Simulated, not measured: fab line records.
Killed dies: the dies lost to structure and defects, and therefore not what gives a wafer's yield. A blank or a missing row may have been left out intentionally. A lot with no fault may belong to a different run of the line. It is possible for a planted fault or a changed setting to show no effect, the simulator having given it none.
Which tool did it? | flow sky130 | 45 wafers from 15 lots sampled at 5 of the route's 708 steps

WHAT THE GAUGES READ, wafer by wafer
SKY_POLY_GATE_THK_MEAS_04. Usual: POLY_GATE_CVD_03_THK 74.9 nm, standard deviation 0.69.
lot  | measured     | on            | POLY_GATE_CVD_03_THK (nm) | flag
L615 | day 15 01:13 | film-metro-01 | 75.1 74.4 74.4            |
L616 | day 15 10:15 | film-metro-03 | 73.1 73.0 73.6            |
L617 | day 15 23:50 | film-metro-03 | 75.9 76.1 76.3            |
L618 | day 16 02:58 | film-metro-03 | 75.5 74.9 75.2            |
L619 | day 16 08:56 | film-metro-04 | 75.1 74.8 75.5            |
L620 | day 16 16:07 | film-metro-01 | 74.4 75.1 74.6            |
L621 | day 17 11:44 | film-metro-04 | 74.2 74.7 75.0            |
L622 | day 18 07:50 | film-metro-03 | 76.1 75.3 75.9            |
L623 | day 19 05:58 | film-metro-04 | 74.2 75.5 74.4            |
L626 | day 19 16:58 | film-metro-01 | 76.1 76.2 75.6            |
L627 | day 19 21:56 | film-metro-03 | 75.7 75.7 75.4            |
L629 | day 20 14:39 | film-metro-01 | 74.7 74.6 74.6            |
L630 | day 21 15:43 | film-metro-04 | 74.1 74.0 74.4            |
L632 | day 21 22:26 | film-metro-04 | 75.5 74.8 75.5            |
L633 | day 21 23:49 | film-metro-03 | 74.6 75.3 76.5            |

SKY_LDD_HVP_OVL_MEAS_07. Usual: LDD_HVP_OVL -1.7 nm, standard deviation 1.3.
lot  | measured     | on         | LDD_HVP_OVL (nm)              | flag
L615 | day 21 08:01 | overlay-02 | -0.2 0.0 -1.6                 |
L616 | day 21 22:21 | overlay-02 | -2.0 -1.3 -1.8                |
L617 | day 22 08:50 | overlay-02 | -0.8 -0.7 -2.5                |
L618 | day 22 13:52 | overlay-01 | 60.1 60.3 62.1 61.4 61.8 62.8 | OFF
L619 | day 22 19:46 | overlay-01 | 59.0 59.2 58.7 60.1 60.4 59.8 | OFF
L620 | day 23 03:22 | overlay-01 | -0.2 -2.3 0.2                 |
L621 | day 23 22:43 | overlay-02 | -3.0 -2.5 -3.9                |
L622 | day 24 18:36 | overlay-02 | 61.5 60.3 59.3 62.9 61.6 61.2 | OFF
L623 | day 25 15:40 | overlay-01 | -2.7 -2.5 -1.6                |
L626 | day 26 03:19 | overlay-01 | 60.7 59.0 59.7 61.5 60.1 60.8 | OFF
L627 | day 26 06:52 | overlay-02 | -3.6 -3.0 -2.2                |
L629 | day 26 23:20 | overlay-02 | -0.3 -0.2 1.6                 |
L630 | day 27 22:26 | overlay-01 | -1.3 -0.9 -0.4                |
L632 | day 28 05:41 | overlay-01 | -2.8 -1.4 -3.7                |
L633 | day 28 06:38 | overlay-02 | -0.2 -0.8 -0.9                |

SKY_LDD_LDN_OVL_MEAS_07. Usual: LDD_LDN_OVL 0.3 nm, standard deviation 1.3.
lot  | measured     | on         | LDD_LDN_OVL (nm) | flag
L615 | day 22 14:12 | overlay-02 | 0.8 1.8 1.8      |
L616 | day 23 05:03 | overlay-01 | -0.4 -0.6 -0.6   |
L617 | day 23 14:56 | overlay-02 | 2.6 1.9 1.3      |
L620 | day 24 09:18 | overlay-02 | 0.3 -0.1 -0.2    |
L621 | day 25 04:43 | overlay-01 | -1.8 -1.1 -0.4   |
L623 | day 26 19:56 | overlay-01 | 0.8 0.6 0.8      |
L627 | day 27 12:08 | overlay-01 | 0.0 1.1 -1.0     |
L629 | day 28 04:08 | overlay-02 | 2.5 0.9 2.0      |
L630 | day 29 02:14 | overlay-02 | -0.2 -1.3 -1.4   |
L632 | day 29 09:32 | overlay-02 | -0.9 0.9 -3.0    |
L633 | day 29 10:13 | overlay-02 | -1.1 1.9 0.5     |

SKY_POLY_CUT_CD_MEAS_08: target cd 270 nm. Usual: cd-nm at 269.7 nm, with a standard deviation of 1.3.
lot  | measured     | on        | cd-nm (nm)        | flag
L615 | day 23 21:50 | cd-sem-02 | 269.5 269.4 269.4 |
L616 | day 24 16:16 | cd-sem-02 | 270.5 270.7 269.6 |
L617 | day 24 23:37 | cd-sem-02 | 270.4 271.5 271.0 |
L620 | day 25 17:06 | cd-sem-02 | 269.7 269.8 271.0 |
L621 | day 26 13:19 | cd-sem-02 | 269.6 271.2 270.0 |
L623 | day 28 02:58 | cd-sem-02 | 272.0 271.1 270.0 |
L627 | day 28 20:30 | cd-sem-01 | 270.9 269.9 270.9 |
L629 | day 29 09:27 | cd-sem-02 | 269.1 268.6 268.1 |
L630 | day 30 08:31 | cd-sem-01 | 269.5 270.2 269.3 |
L632 | day 30 15:38 | cd-sem-02 | 269.2 270.4 268.2 |
L633 | day 30 16:50 | cd-sem-02 | 266.5 269.2 269.2 |

WHAT TOOL EACH LOT RAN ON (gives the tool, then ch and the chambers of the sampled wafers, and finally the start)
lot  | SKY_LDD_HVP_EXPOSE_04
L615 | iline-stepper-02 ch 0, day 20 17:32
L616 | iline-stepper-01 ch 0, day 21 06:55
L617 | iline-stepper-02 ch 0, day 21 18:31
L618 | iline-stepper-02 ch 0, day 21 22:52
L619 | iline-stepper-02 ch 0, day 22 04:41
L620 | iline-stepper-01 ch 0, day 22 12:11
L621 | iline-stepper-01 ch 0, day 23 08:16
L622 | iline-stepper-02 ch 0, day 24 03:56
L623 | iline-stepper-01 ch 0, day 25 00:47
L626 | iline-stepper-02 ch 0, day 25 13:14
L627 | iline-stepper-01 ch 0, day 25 16:32
L629 | iline-stepper-01 ch 0, day 26 08:28
L630 | iline-stepper-01 ch 0, day 27 08:46
L632 | iline-stepper-01 ch 0, day 27 15:38
L633 | iline-stepper-01 ch 0, day 27 16:08
- SKY_LDD_HVP_EXPOSE_04: exposes mask HVPTM, target cd 700 nm.

AS READ BY THE TOOLS THEMSELVES (means over the sampled wafers that have a number; for cases with no such wafer, the mark the record gives instead)
SKY_LDD_HVP_EXPOSE_04. Usual: reticle-temp-C at 23.00 C, with a standard deviation of 0.096.
lot  | tool             | reticle-temp-C (C) | flag
L615 | iline-stepper-02 | 22.90              |
L616 | iline-stepper-01 | 22.86              |
L617 | iline-stepper-02 | 23.07              |
L618 | iline-stepper-02 | 22.99              |
L619 | iline-stepper-02 | 22.98              |
L620 | iline-stepper-01 | 22.98              |
L621 | iline-stepper-01 | 23.09              |
L622 | iline-stepper-02 | 22.97              |
L623 | iline-stepper-01 | 22.94              |
L626 | iline-stepper-02 | 23.01              |
L627 | iline-stepper-01 | 23.00              |
L629 | iline-stepper-01 | 22.97              |
L630 | iline-stepper-01 | 23.08              |
L632 | iline-stepper-01 | 23.08              |
L633 | iline-stepper-01 | 23.01              |

THE ANSWER, worked out from the rows above alone
Rule: take the mean of a lot's wafers that have a number; if it is more than 3 standard deviations from the usual mean, the lot is off. Also off: a lot with no number at a reading for which 4 or more lots have one. The other lots that the step has rows for count as sound. First the gauges in route order, then the tools' own readings, where a lot's mean is used as printed above. At the first step where some lot is off, the reading lying furthest off is the one used; lots without a number count as furthest.
Off: L618, L619, L622, L626, seen at SKY_LDD_HVP_OVL_MEAS_07 (LDD_HVP_OVL).
A tool fits if, at a process step before that reading, it ran every lot that is off, and no sound lot after the first of them. Gauges at SKY_LDD_HVP_OVL_MEAS_07: tried the same way as those tools. One fits: iline-stepper-02 at SKY_LDD_HVP_EXPOSE_04. Its last sound lot is L617 (day 21 18:31), its first lot that is off L618 (day 21 22:52): a fault that began between those two fits.

WHAT THE SIMULATOR PUT IN
Scanner matching overlay: iline-stepper-02, from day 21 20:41 on, at SKY_LDD_HVP_EXPOSE_04. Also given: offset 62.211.
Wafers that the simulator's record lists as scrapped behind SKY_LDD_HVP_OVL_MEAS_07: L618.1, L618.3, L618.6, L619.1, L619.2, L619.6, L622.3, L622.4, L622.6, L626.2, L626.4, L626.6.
Lots struck among those shown: L618, L619, L622, L626. The same result came from the rule above.
